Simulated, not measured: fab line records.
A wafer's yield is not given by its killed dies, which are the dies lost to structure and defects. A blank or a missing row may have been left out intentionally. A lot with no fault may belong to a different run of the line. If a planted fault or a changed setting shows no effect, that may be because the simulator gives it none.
A struck lot beside a sound one | flow gf180mcu | 43 out of 602 route steps
Sound: wafers L458.1, L458.2, L458.6. Struck: wafers L469.3, L469.5. (L469.1 of the same lot was not struck and is left out.) The cause comes at the end.
At each step with rows: each side's tool, then ch and its chambers, then its first start. Under that, the readings that differ: sound wafers | struck wafers | difference of the means | sigmas: that difference in standard deviations of wafers without a fault.
alike: same words and numbers on both sides, and readings whose means sit less than 2 such deviations apart. not compared: any withheld reading, any reading some wafer has no value for, any bound like >300 that may hide the same value, and any number with overlapping values for which the record gives no deviation.
A row with sigmas, a row that says differs or no value, or rows on one side alone: a step with any of these is where the two part. Numbers that don't overlap but have no deviation are shown without sigmas and don't part them. A reading missing from all wafers of one side parts the sides only when that side holds two or more wafers.

GF_NSD_STRIP_11: strips in O2/N2.
  sound on plasma_asher-04 ch 0,1, day 13 12:56; struck on plasma_asher-04 ch 0,1, day 17 08:20
  alike: drypump_motor_current_A, heater_power_w, oes_product_au, strip_time_to_endpoint_s
  not compared: rf_hours_counter_h
GF_NSD_TW_MEAS_12:
  sound on film_metro-03 at day 13 13:02; struck on film_metro-02 at day 17 08:26
  alike: NSD_TW
then, 7 steps without rows for these wafers: GF_PSD_DEHYDRATE_00 (time 60 s); GF_PSD_HMDS_01 (prime time 60 s); GF_PSD_COAT_02 (resist thk 1000 nm); GF_PSD_SOFTBAKE_03 (time 60 s); GF_PSD_EXPOSE_04 (exposes mask Pplus, target cd 400 nm); GF_PSD_PEB_05; GF_PSD_DEVELOP_06 (develop time 60 s).
GF_PSD_CD_MEAS_07: target cd 400 nm.
  sound on cd_sem-02 at day 14 09:50; struck on cd_sem-01 at day 18 07:57
  reading    | sound             | struck      | difference | sigmas
  cd_nm (nm) | 398.0 398.0 396.0 | 403.7 403.7 | +6.4       | +3
GF_PSD_OVL_MEAS_08:
  sound on overlay-01 at day 14 09:57; struck on overlay-02 at day 18 08:04
  alike: PSD_OVL
then, 1 step without rows for these wafers: GF_PSD_IMPLANT_09.
GF_PSD_STRIP_10: strips in O2/N2.
  sound on plasma_asher-03 ch 0,1, day 14 10:08; struck on plasma_asher-03 ch 0, day 18 08:16
  alike: drypump_motor_current_A, heater_power_w, oes_product_au, strip_time_to_endpoint_s
  not compared: rf_hours_counter_h
GF_PSD_TW_MEAS_11:
  sound on film_metro-02 at day 14 10:14; struck on film_metro-03 at day 18 08:22
  alike: PSD_TW
then, 1 step without rows for these wafers: GF_PSD_CLEAN_12 (cleans in SC1/SC2, time 150 s).
GF_PSD_RTA_13: time 20 s.
  sound on rtp_anneal-02 ch 0, day 14 10:21; struck on rtp_anneal-02 ch 0, day 18 08:28
  alike: lamp_power_pct, wafer_temp_C_max
GF_PSD_RS_MEAS_14: measurement is done with a four-point probe.
  sound on film_metro-04 at day 14 10:26; struck on film_metro-02 at day 18 08:33
  alike: NSD_RS
GF_PSD_RS_MEAS_15: measurement is done with a four-point probe.
  sound on film_metro-04 at day 14 10:33; struck on film_metro-02 at day 18 08:40
  alike: PSD_RS
then, 1 step without rows for these wafers: GF_SAB_CVD_00 (deposits SiO2 from TEOS, target thk 50 nm, time 4.9302 s).
GF_SAB_THK_MEAS_01:
  sound on film_metro-01 at day 14 10:43; struck on film_metro-04 at day 18 08:49
  alike: SAB_CVD_00_THK
then, 7 steps without rows for these wafers: GF_SAB_DEHYDRATE_02 (time 60 s); GF_SAB_HMDS_03 (prime time 60 s); GF_SAB_COAT_04 (resist thk 1000 nm); GF_SAB_SOFTBAKE_05 (time 60 s); GF_SAB_EXPOSE_06 (exposes mask SAB, target cd 420 nm); GF_SAB_PEB_07; GF_SAB_DEVELOP_08 (develop time 58.71 s).
GF_SAB_CD_MEAS_09: target cd 420 nm.
  sound on cd_sem-02 at day 15 07:29; struck on cd_sem-02 at day 19 08:00
  reading    | sound             | struck      | difference | sigmas
  cd_nm (nm) | 421.9 421.8 423.6 | 414.1 416.7 | -7.0       | -3
GF_SAB_OVL_MEAS_10:
  sound on overlay-02 at day 15 07:36; struck on overlay-01 at day 19 08:07
  alike: SAB_OVL
then, 2 steps without rows for these wafers: GF_SAB_ETCH_11 (etches SiO2 in C4F8/O2/Ar, target depth 55 nm, time 8.5 s); GF_SAB_WET_ETCH_12 (etches SiO2 in dHF, target depth 22 nm, time 440 s).
GF_SAB_STRIP_13: strips in O2/N2.
  sound on plasma_asher-01 ch 0,1, day 15 07:55; struck on plasma_asher-03 ch 0, day 19 08:19
  alike: drypump_motor_current_A, heater_power_w, oes_product_au, strip_time_to_endpoint_s
  not compared: rf_hours_counter_h
then, 2 steps without rows for these wafers: GF_SALICIDE_CLEAN_00 (cleans in SC1/SC2, time 150 s); GF_SALICIDE_WET_ETCH_01 (etches SiO2 in dHF, target depth 5 nm, time 100 s).
GF_SALICIDE_SPUTTER_02: material Co, target thk 10 nm, time 20 s.
  sound on pvd_sputter-02 at day 15 08:07; struck on pvd_sputter-02 at day 19 08:32
  alike: cathode_dc_power_W, throttle_valve_pct
GF_SALICIDE_SPUTTER_03: material TiN, target thk 20 nm, time 16.7 s.
  sound on pvd_sputter-02 at day 15 08:08; struck on pvd_sputter-02 at day 19 08:34
  alike: cathode_dc_power_W, throttle_valve_pct
GF_SALICIDE_RS_MEAS_04: measurement is done with a four-point probe.
  sound on film_metro-04 at day 15 08:10; struck on film_metro-01 at day 19 08:36
  alike: SALICIDE_TIN_RS
GF_SALICIDE_THK_MEAS_05: measures by xrf.
  sound on film_metro-04 at day 15 08:17; struck on film_metro-01 at day 19 08:43
  alike: SALICIDE_TIN_THK
then, 4 steps without rows for these wafers: GF_SALICIDE_RTA_06 (time 30 s); GF_SALICIDE_WET_ETCH_07 (etches the open film in SPM, target depth 120 nm); GF_SALICIDE_RTA_08 (time 30 s); GF_CONTACT_CVD_00 (deposits SiO2, target thk 300 nm, time 50 s).
-- the record jumps here: 13 days lie between the struck wafers' starts before and after (it left off in module CONTACT and takes up again in module PASSIVATION, whose first step shown is number 602 of the route) --
GF_PASSIVATION_PROBE_99:
  record: rows for the struck wafers here (prober-02, day 32 09:34), none for the sound ones

== WHERE THEY PART ==
First at GF_PSD_CD_MEAS_07; last, within this record, at GF_PASSIVATION_PROBE_99.

WHY: whatever the simulator had introduced
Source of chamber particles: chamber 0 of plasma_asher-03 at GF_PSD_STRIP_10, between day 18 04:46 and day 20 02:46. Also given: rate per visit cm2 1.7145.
